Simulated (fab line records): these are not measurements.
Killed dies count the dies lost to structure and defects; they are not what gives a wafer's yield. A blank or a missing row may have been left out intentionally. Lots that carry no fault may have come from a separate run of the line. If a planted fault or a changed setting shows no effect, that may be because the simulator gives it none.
A lot that was struck, set against a sound lot + flow sky130 + 21 out of 708 route steps
Sound: wafers L458.2, L458.4, L458.6. Wafers L460.1, L460.2, L460.4 were the ones struck. The cause is named last.
Per side, at each step with rows, come the tool, then ch with its chambers, and then its first start. Under that, the readings that differ: sound wafers + struck wafers + difference of the means + sigmas: that difference in standard deviations of wafers without a fault.
alike: words and numbers the same on both sides, and readings whose means are apart by under 2 such deviations; not compared: readings that were withheld, readings missing a value for some wafer, numbers with overlapping values and no deviation given by the record, and bounds like >300 which may hide the same value.
A row with sigmas, a row that says differs or no value, or rows on one side alone: a step with any of these is where the two part. Non-overlapping numbers with no deviation appear without sigmas and do not part them. A reading that every wafer of one side lacks parts them only if that side has two wafers or more.

first, 1 step without rows for these wafers: SKY_RES_XHIGH_IMPLANT_07.
SKY_RES_XHIGH_STRIP_08: strips in O2/N2.
  sound on plasma_asher-02 ch 0,1, day 27 22:16; struck on plasma_asher-03 ch 0,1, day 29 12:47
  alike: drypump_motor_current_A, oes_product_au, strip_time_to_endpoint_s
  not compared: rf_hours_counter_h
SKY_RES_XHIGH_TW_MEAS_09:
  sound: film_metro-03 at day 27 22:23; struck: film_metro-04 at day 29 12:53
  alike: RES_XHIGH_TW
then, 7 steps without rows for these wafers: SKY_SD_N_DEHYDRATE_00 (time 60 s); SKY_SD_N_HMDS_01 (prime time 60 s); SKY_SD_N_COAT_02 (resist thk 1140 nm); SKY_SD_N_SOFTBAKE_03 (time 60 s); SKY_SD_N_EXPOSE_04 (exposes mask NSDM, target cd 380 nm); SKY_SD_N_PEB_05; SKY_SD_N_DEVELOP_06 (develop time 60 s).
SKY_SD_N_CD_MEAS_07: target cd 380 nm.
  sound: cd_sem-01 at day 29 03:37; struck: cd_sem-02 at day 30 15:41
  alike: cd_nm
SKY_SD_N_OVL_MEAS_08:
  sound: overlay-02 at day 29 03:43; struck: overlay-02 at day 30 15:49
  alike: SD_N_OVL
SKY_SD_N_IMPLANT_09:
  sound on implanter-01 ch 0, day 29 03:46; struck on implanter-01 ch 0, day 30 15:50
| reading                   | sound                | struck               | difference | sigmas      |
|---------------------------|----------------------|----------------------|------------|-------------|
| beam_energy_keV           | 50.002 50.012 49.980 | 31.547 31.570 31.563 | -18.438    | -99 or more |
| model.implant.rp_nm (nm)  | 31.17 31.17 31.17    | 21.75 21.75 21.75    | -9.42      |             |
| model.implant.drp_nm (nm) | 14.11 14.11 14.11    | 10.01 10.01 10.01    | -4.10      |             |
  alike: beam_on_s, faraday_current_uA, tilt_deg
next, for these wafers, 1 step has no rows: SKY_SD_N_IMPLANT_10.
SKY_SD_N_STRIP_11: strips in O2/N2.
  sound on plasma_asher-02 ch 0,1, day 29 04:02; struck on plasma_asher-01 ch 0,1, day 30 16:08
| reading                      | sound             | struck            | difference | sigmas |
|------------------------------|-------------------|-------------------|------------|--------|
| oes_product_au (a.u.)        | 0.522 0.522 0.527 | 0.568 0.577 0.561 | +0.045     | +10    |
| strip_time_to_endpoint_s (s) | 22.50 22.48 22.51 | 19.78 19.78 19.71 | -2.74      | -70    |
  alike: drypump_motor_current_A
  not compared: rf_hours_counter_h
SKY_SD_N_TW_MEAS_12:
  sound: film_metro-02 at day 29 04:09; struck: film_metro-04 at day 30 16:14
| reading | sound          | struck         | difference | sigmas |
|---------|----------------|----------------|------------|--------|
| SD_N_TW | 3990 3985 3985 | 3575 3593 3583 | -403       | -13    |
then, 1 step without rows for these wafers: SKY_SD_N_CLEAN_13 (cleans in SC1/SC2, time 150 s).
SKY_SD_N_RTA_14: time 2 s.
  sound on rtp_anneal-02 ch 0, day 29 04:16; struck on rtp_anneal-02 ch 0, day 30 16:21
  alike: lamp_power_pct, ramp_down_c_per_s, wafer_temp_C_max
SKY_SD_N_RS_MEAS_16: measures by four-point-probe.
  sound: film_metro-03 at day 29 04:26; struck: film_metro-04 at day 30 16:31
| reading          | sound             | struck            | difference | sigmas      |
|------------------|-------------------|-------------------|------------|-------------|
| SD_N_RS (ohm/sq) | 68.45 68.34 68.52 | 84.05 84.08 84.11 | +15.64     | +99 or more |
SKY_SD_N_RS_MEAS_17: measures by four-point-probe.
  sound: film_metro-03 at day 29 04:34; struck: film_metro-04 at day 30 16:38
  alike: SD_P_RS
-- the record jumps here: 17 days lie between the struck wafers' starts before and after (it left off in module SD_N and takes up again in module PAD_OPEN, whose first step shown is number 708 of the route) --
SKY_PAD_OPEN_PROBE_99:
  sound: prober-01 at day 46 11:58; struck: prober-01 at day 47 23:11
| reading                                 | sound             | struck            | difference | sigmas |
|-----------------------------------------|-------------------|-------------------|------------|--------|
| model.etest.res_ndiff.line_ohm_um       | 767.7 766.6 764.2 | 916.9 916.4 928.8 | +154.5     |        |
| model.etest.sonos_uncharged.r_on_ohm_um | 792.4 803.7 799.2 | 840.4 857.6 870.2 | +57.6      |        |
| model.etest.res_ndiff.rs_ohm_sq         | 123.6 123.1 122   | 144.7 144.7 144.8 | +21.8      |        |
| model.etest.res_ndiff_hv.rs_ohm_sq      | 116.1 116.4 116.7 | 137.4 136.8 136.7 | +20.6      |        |
  alike: killed_at_M0_to_M3, killed_at_M4_up, killed_at_contacts, killed_at_front_end, killed_at_other, killed_dies, killed_open, killed_short
  not compared: model.etest.nfet_g5v0d10v5.r_on_ohm_um, model.etest.nfet_01v8_lvt.vt_sat_v

## WHERE THEY PART
First at SKY_SD_N_IMPLANT_09; last, within this record, at SKY_SD_N_RS_MEAS_16. Later steps at which nothing parts them and some readings are alike: SKY_SD_N_RS_MEAS_17, SKY_PAD_OPEN_PROBE_99.

WHY: whatever the simulator had introduced
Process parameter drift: implanter-01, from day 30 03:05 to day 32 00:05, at SKY_SD_N_IMPLANT_09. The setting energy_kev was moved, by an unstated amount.
